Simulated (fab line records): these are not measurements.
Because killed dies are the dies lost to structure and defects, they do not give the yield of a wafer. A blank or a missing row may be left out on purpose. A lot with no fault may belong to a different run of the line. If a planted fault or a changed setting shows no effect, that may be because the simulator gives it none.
Struck lot and sound lot, side by side    flow sky130    23 steps out of a route of 708
Sound: the wafers L640.1, L640.3, L640.6. Struck: wafers L654.4, L654.5, L654.6. Last of all comes the cause.
Per side, at each step with rows, come the tool, then ch with its chambers, and then its first start. Under that, the readings that differ: sound wafers    struck wafers    difference of the means    sigmas: that difference in standard deviations of wafers without a fault.
alike: readings whose means differ by less than 2 such deviations, and words and numbers that are the same on both sides. not compared: withheld readings, readings that some wafer has no value for, bounds like >300 that may hide the same value, and numbers for which the record gives no deviation and whose values overlap.
The two part at a step that has a row with sigmas, a row that says differs or no value, or rows on one side only. Numbers that don't overlap but have no deviation are shown without sigmas and don't part them. A reading missing from all wafers of one side parts the sides only when that side holds two or more wafers.

first, 1 step without rows for these wafers: SKY_SONOS_ONO_DEVELOP_12 (develop time 60 s).
SKY_SONOS_ONO_CD_MEAS_13 targets a cd of 410 nm.
  struck on cd_sem-01, day 20 02:43; sound on cd_sem-02, day 15 05:49
reading     sound              struck             difference  sigmas
cd_nm (nm)  412.2 412.2 410.4  407.9 406.8 406.9  -4.4        -2
SKY_SONOS_ONO_OVL_MEAS_14:
  struck on overlay-01, day 20 02:47; sound on overlay-02, day 15 05:56
  alike: SONOS_ONO_OVL
SKY_SONOS_ONO_ETCH_15: etches the open film in CHF3/O2, target depth 19.52 nm, time 7.8 s.
  sound on rie_diel-01 ch 0,1,2, day 15 05:58; struck on rie_diel-02 ch 0,1,3, day 20 02:49
  alike: drypump_motor_current_A, oes_product_au, throttle_valve_pct
  not compared: rf_hours_counter_h
then, 1 step without rows for these wafers: SKY_SONOS_ONO_WET_ETCH_16 (etches SiO2 in dHF, target depth 14 nm, time 280 s).
SKY_SONOS_ONO_STRIP_17: strips in O2/N2.
  sound on plasma_asher-01 ch 0,1, day 15 06:04; struck on plasma_asher-04 ch 0,1, day 20 02:57
reading                       sound              struck             difference  sigmas
strip_time_to_endpoint_s (s)  14.18 14.13 14.15  14.05 14.10 13.99  -0.11       -2
  alike: drypump_motor_current_A, n2_flow_sccm, oes_product_au
  not compared: rf_hours_counter_h
then, 3 steps without rows for these wafers: SKY_SONOS_ONO_WET_ETCH_18 (etches Si3N4 in H3PO4, target depth 15 nm, time 172 s); SKY_GATE_OXIDE_CLEAN_00 (cleans in SC1/SC2, time 150 s); SKY_GATE_OXIDE_OXIDATION_01 (stabilise 600 s, purge 300 s, target thk 10.268 nm).
SKY_GATE_OXIDE_THK_MEAS_02:
  struck on film_metro-01, day 20 05:37; sound on film_metro-01, day 15 08:33
  alike: GATE_OXIDE_OXIDATION_00_THK
then, 2 steps without rows for these wafers: SKY_GATE_OXIDE_DEHYDRATE_03 (time 60 s); SKY_GATE_OXIDE_HMDS_04 (prime time 60 s).
SKY_GATE_OXIDE_COAT_05: resist thk 1140 nm.
  sound on litho_track-04 ch 0, day 15 21:57; struck on litho_track-04 ch 0, day 20 21:19
reading                                          sound           struck          difference  sigmas
model.NOVOLAK_of_GATE_OXIDE_COAT_05.thk_nm (nm)  1143 1139 1139  1051 1053 1050  -89         
  alike: resist_line_temp_C
then, 3 steps without rows for these wafers: SKY_GATE_OXIDE_SOFTBAKE_06 (time 60 s); SKY_GATE_OXIDE_EXPOSE_07 (exposes mask LVOM, target cd 600 nm); SKY_GATE_OXIDE_PEB_08.
SKY_GATE_OXIDE_DEVELOP_09: develop time 60 s.
  sound on litho_track-04 ch 0, day 16 11:30; struck on litho_track-03 ch 0, day 21 12:29
reading                                          sound           struck          difference  sigmas
model.NOVOLAK_of_GATE_OXIDE_COAT_05.thk_nm (nm)  1142 1139 1139  1051 1052 1049  -89         
  alike: resist_line_temp_C
SKY_GATE_OXIDE_OVL_MEAS_10:
  struck on overlay-02, day 21 12:35; sound on overlay-01, day 16 11:39
  alike: GATE_OXIDE_OVL
then, 2 steps without rows for these wafers: SKY_GATE_OXIDE_IMPLANT_11; SKY_GATE_OXIDE_WET_ETCH_12 (etches SiO2 in dHF, target depth 16.8 nm, time 336 s).
SKY_GATE_OXIDE_STRIP_13: strips in O2/N2.
  sound on plasma_asher-01 ch 0, day 16 11:56; struck on plasma_asher-03 ch 0,1, day 21 12:59
reading                       sound              struck             difference  sigmas
strip_time_to_endpoint_s (s)  14.20 14.16 14.16  13.11 13.15 13.14  -1.04       -30
  alike: drypump_motor_current_A, n2_flow_sccm, oes_product_au
  not compared: rf_hours_counter_h
SKY_GATE_OXIDE_TW_MEAS_14:
  struck on film_metro-02, day 21 13:05; sound on film_metro-01, day 16 12:02
reading        sound              struck             difference  sigmas
GATE_OXIDE_TW  226.7 226.6 227.4  225.1 223.8 224.3  -2.5        -2
-- record jumps: 29 days separate the struck wafers' starts on either side; left off in module GATE_OXIDE, taken up again in module PAD_OPEN, whose first shown step is the route's number 708 --
SKY_PAD_OPEN_PROBE_99:
  struck on prober-02, day 50 18:46; sound on prober-01, day 47 16:11
reading             sound     struck    difference  sigmas
killed_at_contacts  20 28 21  32 39 32  +11         +2
  alike: killed_at_M0_to_M3, killed_at_M4_up, killed_at_front_end, killed_at_other, killed_dies, killed_open, killed_short

WHERE THEY PART
Last at SKY_PAD_OPEN_PROBE_99 as far as this record goes, first at SKY_SONOS_ONO_CD_MEAS_13.

WHY: what had been put in by the simulator
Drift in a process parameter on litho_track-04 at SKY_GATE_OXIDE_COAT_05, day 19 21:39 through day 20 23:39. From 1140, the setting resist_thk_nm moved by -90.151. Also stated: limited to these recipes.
